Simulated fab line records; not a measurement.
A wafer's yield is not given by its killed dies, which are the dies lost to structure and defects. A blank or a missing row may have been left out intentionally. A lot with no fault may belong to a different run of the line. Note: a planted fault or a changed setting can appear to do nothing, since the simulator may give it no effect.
Struck lot and sound lot, side by side + flow sfq-line + 24 steps out of a route of 325
Sound: the wafers L141.1, L141.2, L141.6. Wafers struck: L147.2, L147.4, L147.5. The cause is given at the end.
Each step with rows lists, per side, the tool, then ch with its chambers, then its first start. Under that, the readings that differ: sound wafers + struck wafers + difference of the means + sigmas: that difference in standard deviations of wafers without a fault.
alike: readings with means less than 2 such deviations apart, plus words and numbers identical on both sides. not compared: withheld readings, readings lacking a value on some wafer, bounds such as >300 that could conceal the same value, and numbers that have no deviation in the record and whose values overlap.
The two part at a step that has a row with sigmas, a row that says differs or no value, or rows on one side only. Non-overlapping numbers with no deviation appear without sigmas and do not part them. Lack of a reading on every wafer of one side parts them only where that side has two or more wafers.

first, 6 steps without rows for these wafers: SFQ_TRILAYER_I6_VIA_LITHO_COAT_174 (resist thk 62 nm); SFQ_TRILAYER_I6_VIA_LITHO_COAT_169 (resist thk 650 nm); SFQ_TRILAYER_I6_VIA_LITHO_SOFTBAKE_173; SFQ_TRILAYER_I6_VIA_LITHO_EXPOSE_170 (exposes mask I6, target cd 700 nm); SFQ_TRILAYER_I6_VIA_LITHO_PEB_172 (peb time 60 s); SFQ_TRILAYER_I6_VIA_LITHO_DEVELOP_171 (time 60 s).
SFQ_I6_OVL_MEAS_942:
  sound on overlay-02 at day 79 12:23; struck on overlay-01 at day 82 17:05
  alike: I6_OVL
SFQ_TRILAYER_I6_VIA_BARC_OPEN_VIA_ETCH_235: etches BARC in O2, target depth 125 nm, time 41.7 s.
  sound on rie-diel-03 ch 2,3, day 79 12:25; struck on rie-diel-02 ch 1,2,3, day 82 17:07
  alike: drypump-motor-current-A, oes-product-au
  not compared: rf-hours-counter-h
SFQ_TRILAYER_I6_VIA_ETCH_VIA_ETCH_172: etches SiO2 in CHF3, stops on Nb, target depth 260 nm.
  sound on rie-diel-03 ch 2,3, day 79 12:28; struck on rie-diel-02 ch 1,2,3, day 82 17:09
  alike: drypump-motor-current-A, oes-product-au
SFQ_TRILAYER_I6_VIA_STRIP_STRIP_173: strips in O2.
  sound on rie-metal-04 ch 0,1, day 79 12:35; struck on rie-metal-04 ch 0,1, day 82 17:16
  alike: drypump-motor-current-A, oes-product-au
  not compared: rf-hours-counter-h
then, 2 steps without rows for these wafers: SFQ_TRILAYER_I6_VIA_STRIP_SOLV_CLEAN_174 (cleans in NMP, time 600 s); SFQ_TRILAYER_M7_DEP_PRE_CLEAN_176 (time 22.5 s).
SFQ_TRILAYER_M7_DEP_SPUTTER_175: material Nb, target thk 200 nm, time 127.5 s.
  sound on pvd-sputter-04 at day 79 13:35; struck on pvd-sputter-06 at day 82 18:04
  no value came back on the struck wafers for base-pressure-pa (Pa), cathode-dc-power-W (W), throttle-valve-pct (%); on the sound wafers base-pressure-pa (Pa) reads 1.29e-06 1.24e-06 1.36e-06
SFQ_M7_RS_MEAS_943: uses a four-point probe to measure.
  sound on film-metro-04 at day 79 13:41; struck on film-metro-01 at day 82 18:11
| reading           | sound             | struck | difference                    | sigmas |
|-------------------|-------------------|--------|-------------------------------|--------|
| M7_NB_RS (ohm/sq) | 0.926 0.925 0.926 | - - -  | no value on the struck wafers |        |
then, 6 steps without rows for these wafers: SFQ_TRILAYER_M7_LITHO_COAT_182 (resist thk 62 nm); SFQ_TRILAYER_M7_LITHO_COAT_177 (resist thk 600 nm); SFQ_TRILAYER_M7_LITHO_SOFTBAKE_181; SFQ_TRILAYER_M7_LITHO_EXPOSE_178 (exposes mask M7, target cd 500 nm); SFQ_TRILAYER_M7_LITHO_PEB_180 (peb time 60 s); SFQ_TRILAYER_M7_LITHO_DEVELOP_179 (time 60 s).
-- the record jumps here: 4 days lie between the struck wafers' starts before and after --
SFQ_M7_OVL_MEAS_945:
  sound on overlay-02 at day 84 02:16; struck on overlay-01 at day 86 16:47
  alike: M7_OVL
SFQ_TRILAYER_M7_BARC_OPEN_METAL_ETCH_229: etches BARC in O2, target depth 125 nm, time 41.7 s.
  sound on rie-metal-02 ch 0,1, day 84 02:18; struck on rie-metal-04 ch 0,1, day 86 16:49
  alike: drypump-motor-current-A, oes-product-au
  not compared: rf-hours-counter-h
SFQ_TRILAYER_M7_ETCH_METAL_ETCH_180: etches Nb in Cl2/Ar, stops on SiO2, target depth 240 nm, time 120 s.
  sound on rie-metal-02 ch 0,1, day 84 02:22; struck on rie-metal-04 ch 0,1, day 86 16:53
| reading               | sound             | struck            | difference | sigmas |
|-----------------------|-------------------|-------------------|------------|--------|
| oes-product-au (a.u.) | 0.871 0.878 0.888 | 0.364 0.376 0.375 | -0.507     | -86    |
  alike: drypump-motor-current-A
  not compared: rf-hours-counter-h
SFQ_TRILAYER_M7_STRIP_STRIP_181: strips in O2.
  sound on rie-metal-02 ch 0,1, day 84 02:29; struck on rie-metal-04 ch 0,1, day 86 17:01
  alike: drypump-motor-current-A, oes-product-au
  not compared: rf-hours-counter-h

WHERE THEY PART
At SFQ_TRILAYER_M7_DEP_SPUTTER_175 first; at SFQ_TRILAYER_M7_ETCH_METAL_ETCH_180 last (within this record only). Later steps at which nothing parts them and some readings are alike: SFQ_TRILAYER_M7_STRIP_STRIP_181.

WHY: the cause the simulator had injected
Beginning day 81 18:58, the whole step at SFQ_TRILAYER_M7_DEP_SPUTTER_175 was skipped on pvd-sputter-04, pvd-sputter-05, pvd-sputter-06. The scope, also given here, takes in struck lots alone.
